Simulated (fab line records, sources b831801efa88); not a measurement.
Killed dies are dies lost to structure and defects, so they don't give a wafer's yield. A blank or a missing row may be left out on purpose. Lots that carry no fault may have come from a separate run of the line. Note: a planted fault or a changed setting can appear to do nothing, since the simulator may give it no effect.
Chamber matching ; flow sfq-line ; SFQ_TRILAYER_I6_CMP_CMP_166 on cmp-01 has 4 sister chambers
The step polishes SiO2. 8 wafers are shown with their chamber, then 6 later ones without.

WAFERS WITH THEIR CHAMBER
wafer;chamber;motor-current-A (A);time-to-endpoint-s (s)
L696.5;3;9.6;217
L698.1;0;9.9;204
L698.2;3;9.8;197
L699.4;2;11.3;226
L699.1;0;10.4;197
L699.5;1;9.8;195
L700.2;1;10.0;203
L700.4;2;11.5;218

WAFERS WITHOUT THEIR CHAMBER
wafer;motor-current-A (A);time-to-endpoint-s (s)
L700.5;9.7;213
L703.4;9.2;212
L703.5;10.1;190
L704.4;11.9;217
L704.5;10.5;203
L704.6;10.1;205

WHICH CHAMBER EACH ONE RAN IN
wafer;from the rows above;in truth
L700.5;can't be placed: 3 or 1 or 0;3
L703.4;can't be placed: 3 or 1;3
L703.5;can't be placed: 0 or 1 or 3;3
L704.4;2;2
L704.5;can't be placed: 0 or 1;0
L704.6;can't be placed: 0 or 1 or 3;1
Placed correctly: 1 of 6. Cannot be placed on the basis of these rows: 5; the candidates contain the true chamber in 5. Placed wrongly: 0.
How it was worked out, from the rows above alone: a wafer's distance from a chamber is the root of the sum, over the readings, of the square of ((its reading less the chamber's mean) divided by the reading's scatter). The wafer belongs to the nearest chamber; if the next one is less than 2 further off, it can't be placed. A chamber's mean is the mean of its shown wafers. The scatter is the square root of a quotient: the sum, over the shown wafers, of each reading's squared deviation from its chamber's mean, divided by wafers minus chambers.
